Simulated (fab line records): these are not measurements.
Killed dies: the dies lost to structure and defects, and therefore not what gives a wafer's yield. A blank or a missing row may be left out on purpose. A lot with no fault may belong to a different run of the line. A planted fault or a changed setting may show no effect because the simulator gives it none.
Split-lot study | flow sfq-line | route with 325 steps; 5 lots, 23 wafers read

## THE SPLIT ITSELF
At SFQ_TRILAYER_M2_DEP_SPUTTER_055 (material Nb, target thk 200 nm, time 133.3 s), the setting time-s was moved away from the recipe's 133.3 s on 7 of the 23 wafers read, by -12.8% to +7.5%. This setting was run at the recipe's value on the other wafers.

## FROM THE SPLIT TO THE READING: what the file shows between them, 3 steps
- SFQ_M2_RS_MEAS_914: measures by four-point-probe
- SFQ_TRILAYER_M2_LITHO_COAT_057: resist thk 600 nm (also split here: resist-thk-nm)
- SFQ_TRILAYER_M2_BARC_OPEN_METAL_ETCH_077: etches BARC in O2, target depth 125 nm, time 41.7 s (also split here: time-s)

## THE READING
oes-product-au, in a.u., at SFQ_TRILAYER_M2_ETCH_METAL_ETCH_060 (etches Nb in Cl2/Ar, stops on SiO2, target depth 240 nm, time 120 s). On this fab line, fault-free wafers typically give 0.897 a.u. with a standard deviation of 0.006 a.u.

wafer  | tool, chamber at the split | time-s as run, s | against the recipe | oes-product-au, a.u. | against lot-mates on the recipe
L075.1 | pvd-sputter-04, -          | 133.3            | recipe             | 0.894                | -
L075.2 | pvd-sputter-04, -          | 123.9            | -7.1%              | 0.861                | -0.036
L075.3 | pvd-sputter-04, -          | 123.9            | -7.1%              | 0.857                | -0.040
L075.4 | pvd-sputter-04, -          | 123.9            | -7.1%              | 0.860                | -0.037
L075.6 | pvd-sputter-04, -          | 133.3            | recipe             | 0.900                | -
L078.2 | pvd-sputter-06, -          | 143.3            | +7.5%              | 0.937                | +0.044
L078.3 | pvd-sputter-06, -          | 143.3            | +7.5%              | 0.943                | +0.050
L078.4 | pvd-sputter-06, -          | 133.3            | recipe             | 0.890                | -
L078.5 | pvd-sputter-06, -          | 133.3            | recipe             | 0.894                | -
L078.6 | pvd-sputter-06, -          | 133.3            | recipe             | 0.896                | -
L080.1 | pvd-sputter-04, -          | 133.3            | recipe             | 0.900                | -
L080.3 | pvd-sputter-04, -          | 133.3            | recipe             | 0.887                | -
L080.4 | pvd-sputter-04, -          | 133.3            | recipe             | 0.894                | -
L083.1 | pvd-sputter-03, -          | 133.3            | recipe             | 0.898                | -
L083.2 | pvd-sputter-03, -          | 133.3            | recipe             | 0.908                | -
L083.3 | pvd-sputter-03, -          | 133.3            | recipe             | 0.897                | -
L083.4 | pvd-sputter-03, -          | 133.3            | recipe             | 0.901                | -
L083.5 | pvd-sputter-03, -          | 133.3            | recipe             | 0.897                | -
L084.1 | pvd-sputter-06, -          | 116.2            | -12.8%             | 0.827                | -0.066
L084.2 | pvd-sputter-06, -          | 133.3            | recipe             | 0.890                | -
L084.3 | pvd-sputter-06, -          | 133.3            | recipe             | 0.893                | -
L084.5 | pvd-sputter-06, -          | 116.2            | -12.8%             | 0.835                | -0.058
L084.6 | pvd-sputter-06, -          | 133.3            | recipe             | 0.896                | -

THE FIT
A straight line over all 23 wafers: oes-product-au changes by +0.00529 a.u. for each +1% of time-s; r = +0.98; the points scatter about the line by 0.0048 a.u.
The same after taking each lot's own level away (the mean of its wafers on the recipe; 23 wafers): +0.00528 a.u. for each +1%; r = +0.99; scatter 0.0045 a.u.
Per that fit: largest time-s move, reading shift of 0.068 a.u.
The span of the lots' own levels, 0.8930 to 0.9002 a.u., comes to 1.2 times the standard deviation stated above.
The two slopes agree, so the slope changes little with the lot-to-lot level.
Check: -0.067 a.u. against its lot-mates is what the line predicts for one of the wafers moved furthest among these (-12.8%) when that wafer is left out of the fit. It came out at -0.066 a.u. against them.

## OTHER SPLITS APPLIED TO THESE WAFERS
Note: prior to the reading, these wafers also went through further splits. Each is held against what the fit with the lots' levels taken away leaves over:
other split on the same wafers                  | wafers away from the commonest value | r with oes-product-au (lot level and that fit taken away)
SFQ_TRILAYER_I1_VIA_LITHO_EXPOSE_050 dose-mj    | 5                                    | +0.02
SFQ_TRILAYER_M2_LITHO_COAT_057 resist-thk-nm    | 4                                    | -0.07
SFQ_TRILAYER_M2_BARC_OPEN_METAL_ETCH_077 time-s | 8                                    | -0.02

## THE WHOLE CHAIN: every reading that the file lists as answering this split, in the file's order
step                                | what it does                                                        | reading                                                                                   | change (the file's fit)                  | r (the file's)
SFQ_TRILAYER_M2_DEP_SPUTTER_055     | material Nb, target thk 200 nm, time 133.3 s                        | Nb_of_TRILAYER_M2_DEP_SPUTTER_055.thk-nm (the simulator's own value, which no gauge read) | +1.99 nm for each +1% of the setting     | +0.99
SFQ_M2_RS_MEAS_914                  | measures by four-point-probe                                        | M2_NB_RS                                                                                  | -0.00966 for each +1% of the setting     | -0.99
SFQ_TRILAYER_M2_ETCH_METAL_ETCH_060 | etches Nb in Cl2/Ar, stops on SiO2, target depth 240 nm, time 120 s | oes-product-au                                                                            | +0.0052 a.u. for each +1% of the setting | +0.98

## FILE'S OWN FIT
oes-product-au changes by +0.0052 a.u. for each +1% of time-s, r = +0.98.
